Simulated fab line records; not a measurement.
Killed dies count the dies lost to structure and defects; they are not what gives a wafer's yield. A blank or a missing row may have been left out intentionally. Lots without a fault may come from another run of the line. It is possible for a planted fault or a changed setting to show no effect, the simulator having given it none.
Code-filled problem report in 8D (eight disciplines) form    flow sky130    the parts of the form that need people (team, actions taken, sign-off) are left out

== 1. PROBLEM STATEMENT ==
Across 6 wafers from 2 lots, VT_ADJUST_NCORE_OVL at SKY_VT_ADJUST_NCORE_OVL_MEAS_08 averages 153.4 nm, while fault-free wafers read 0.1 nm with a standard deviation of 1.3. That is +99 or more standard deviations from the usual mean.
Earliest sighting: wafer L584.1 on overlay-01 at day 12 12:16. The record holds 39 wafers of 13 lots with a number at this step. The rule behind "out" and "out of limits": a value lying over 4 standard deviations away from the usual mean. Any other wafer with a number is counted as sound.

== 2. WHAT IT IS AND WHAT IT IS NOT ==
question                     is                      is not
which readings at this step  VT_ADJUST_NCORE_OVL     -
which lots                   L584, L586              L570, L571, L572, L576, L577, L578, L579, L587, L589, L590, L592
which wafers of those lots   all that have a number  -
read on which gauges         overlay-01              overlay-02
when                         from day 12 12:16       up to then (21 sound wafers); but 12 sound wafers of L587, L589, L590, L592 came after

== 3. THE SUSPECTS, EACH WITH WHAT RULES IT OUT ==
Counting: a tool at a process step up to the reading stays a suspect if it ran every lot that is out and no sound lot after the first of them.
- the gauge at SKY_VT_ADJUST_NCORE_OVL_MEAS_08: kept. All the wafers that are out were read on overlay-01, and no step on other tools shows them out.
- iline stepper-02 at SKY_VT_ADJUST_NCORE_EXPOSE_04 (exposes mask LVTN COMPLEMENT THIN, target cd 380 nm): kept. Every lot that is out went through it, starting with L584 (day 12 00:48), and after that it ran no sound lot; the last sound lot it ran before then is L578 (day 10 15:11).
What counting leaves: iline stepper-02 at SKY_VT_ADJUST_NCORE_EXPOSE_04 and overlay-01 at SKY_VT_ADJUST_NCORE_OVL_MEAS_08.

== 4. THE CAUSE (what the simulator had put in) ==
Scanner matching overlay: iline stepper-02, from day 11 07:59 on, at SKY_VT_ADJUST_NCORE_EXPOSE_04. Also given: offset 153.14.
Counting leaves 2 suspects; this tool is one of them.

== 5. THE CHAIN OF EFFECTS, in route order ==
One row per reading whose mean, taken over the struck wafers that have a number, lies over 3 standard deviations from the usual. Scope: only readings with a usual standard deviation given in the record; hours: median across lots of the time from each lot's start at the first step in this table that gives one to its start at this step; sigmas: change in usual standard deviations.
hours  step                             reading              usual   on struck wafers  change  sigmas
0      SKY_VT_ADJUST_NCORE_OVL_MEAS_08  VT_ADJUST_NCORE_OVL  0.1 nm  153.4             +153.3  +99 or more

== 6. HOW IT WOULD HAVE BEEN CAUGHT EARLIER ==
28 hours passed between the start of the fault at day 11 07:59 and the first reading out of limits at a measuring or inspecting step in this record, taken at day 12 12:16.
L586, from the lots that are out (2), started SKY_VT_ADJUST_NCORE_EXPOSE_04 on iline stepper-02 later than day 12 12:16. A tool hold placed at that time would have kept it from harm.
